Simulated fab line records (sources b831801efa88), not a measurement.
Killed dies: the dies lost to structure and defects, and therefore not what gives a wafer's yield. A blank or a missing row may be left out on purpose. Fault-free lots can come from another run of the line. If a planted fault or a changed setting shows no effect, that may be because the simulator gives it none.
A lot that was struck, set against a sound lot | flow sky130 | 15 steps out of a route of 708
Sound: the wafers L533.4, L533.5, L533.6. Wafers L526.1, L526.4, L526.6 were the ones struck. Last of all comes the cause.
Each step with rows lists, per side, the tool, then ch with its chambers, then its first start. Under that, the readings that differ: sound wafers | struck wafers | difference of the means | sigmas: that difference in standard deviations of wafers without a fault.
alike: readings with means less than 2 such deviations apart, plus words and numbers identical on both sides. not compared: withheld readings, readings lacking a value on some wafer, bounds such as >300 that could conceal the same value, and numbers that have no deviation in the record and whose values overlap.
The two part at a step that has a row with sigmas, a row that says differs or no value, or rows on one side only. Non-overlapping numbers with no deviation appear without sigmas and do not part them. A reading missing from all wafers of one side parts the sides only when that side holds two or more wafers.

SKY_SPACER_ETCHBACK_02: etches Si3N4 in CH3F/O2, stops on SiO2, time 46.7 s, target depth 45 nm.
  sound on rieDiel-01 ch 0,3, day 27 19:54; struck on rieDiel-02 ch 1,3, day 25 21:10
  alike: drypumpMotorCurrentA, oesProductAu, throttleValvePct
  not compared: rfHoursCounterH
then, 8 steps without rows for these wafers: SKY_POLY_CUT_DEHYDRATE_00 (time 60 s); SKY_POLY_CUT_HMDS_01 (prime time 60 s); SKY_POLY_CUT_COAT_02 (resist thk 60 nm); SKY_POLY_CUT_COAT_03 (resist thk 450 nm); SKY_POLY_CUT_SOFTBAKE_04 (time 90 s); SKY_POLY_CUT_EXPOSE_05 (exposes mask NPCM, target cd 270 nm); SKY_POLY_CUT_PEB_06; SKY_POLY_CUT_DEVELOP_07 (develop time 60 s).
SKY_POLY_CUT_CD_MEAS_08: the cd target is 270 nm.
  struck on cdSem-02, day 27 02:59; sound on cdSem-01, day 29 00:36
  alike: cdNm
SKY_POLY_CUT_OVL_MEAS_09:
  struck on overlay-02, day 27 03:07; sound on overlay-02, day 29 00:41
  alike: POLY_CUT_OVL
SKY_POLY_CUT_ETCH_10: etches BARC in N2/H2, stops on SiO2, time 45.9 s, target depth 60 nm.
  sound on rieDiel-02 ch 0,1, day 29 00:41; struck on rieDiel-04 ch 1,2, day 27 03:08
  alike: biasW, chamberPressureMTorr, drypumpMotorCurrentA, oesProductAu, throttleValvePct
  not compared: rfHoursCounterH
SKY_POLY_CUT_ETCH_11: etches Si3N4 in CF4/CH2F2/Ar, stops on poly-Si, time 42.5 s, target depth 60 nm.
  sound on rieDiel-02 ch 0,1, day 29 00:44; struck on rieDiel-04 ch 1,2, day 27 03:11
  no value came back on the struck wafers for any of 6 readings (biasW (W), cf4FlowSccm (sccm) and others); on the sound wafers biasW (W) reads 150.4 149.8 150.2
  not compared: rfHoursCounterH
SKY_POLY_CUT_STRIP_12: strips in O2/N2.
  sound on plasmaAsher-03 ch 0,1, day 29 00:49; struck on plasmaAsher-02 ch 0,1, day 27 03:14
reading                  | sound       | struck      | difference | sigmas
drypumpMotorCurrentA (A) | 6.0 6.0 5.7 | 4.9 4.8 5.7 | -0.8       | -2
  alike: oesProductAu, stripTimeToEndpointS
  not compared: rfHoursCounterH
-- record jumps: 21 days separate the struck wafers' starts on either side; left off in module POLY_CUT, taken up again in module PAD_OPEN, whose first shown step is the route's number 708 --
SKY_PAD_OPEN_PROBE_99:
  struck on prober-01, day 47 19:39; sound on prober-01, day 49 03:13
reading          | sound    | struck                                                            | difference                   | sigmas
hold             | - - -    | awaitDispo/4.1h/scrap awaitDispo/4.1h/scrap awaitDispo/4.1h/scrap | no value on the sound wafers | 
killedAtFrontEnd | 13 8 18  | 423 427 422                                                       | +411                         | +91
killedDies       | 83 85 83 | 492 492 492                                                       | +408                         | +41
killedOnRim      | 13 19 23 | 96 96 96                                                          | +78                          | +20
  alike: killed_at_M0_to_M3, killed_at_M4_up, killedAtContacts, killedAtOther, killedOpen, killedShort

WHERE THEY PART
Last at SKY_PAD_OPEN_PROBE_99 as far as this record goes, first at SKY_POLY_CUT_ETCH_11.

WHY: whatever the simulator had introduced
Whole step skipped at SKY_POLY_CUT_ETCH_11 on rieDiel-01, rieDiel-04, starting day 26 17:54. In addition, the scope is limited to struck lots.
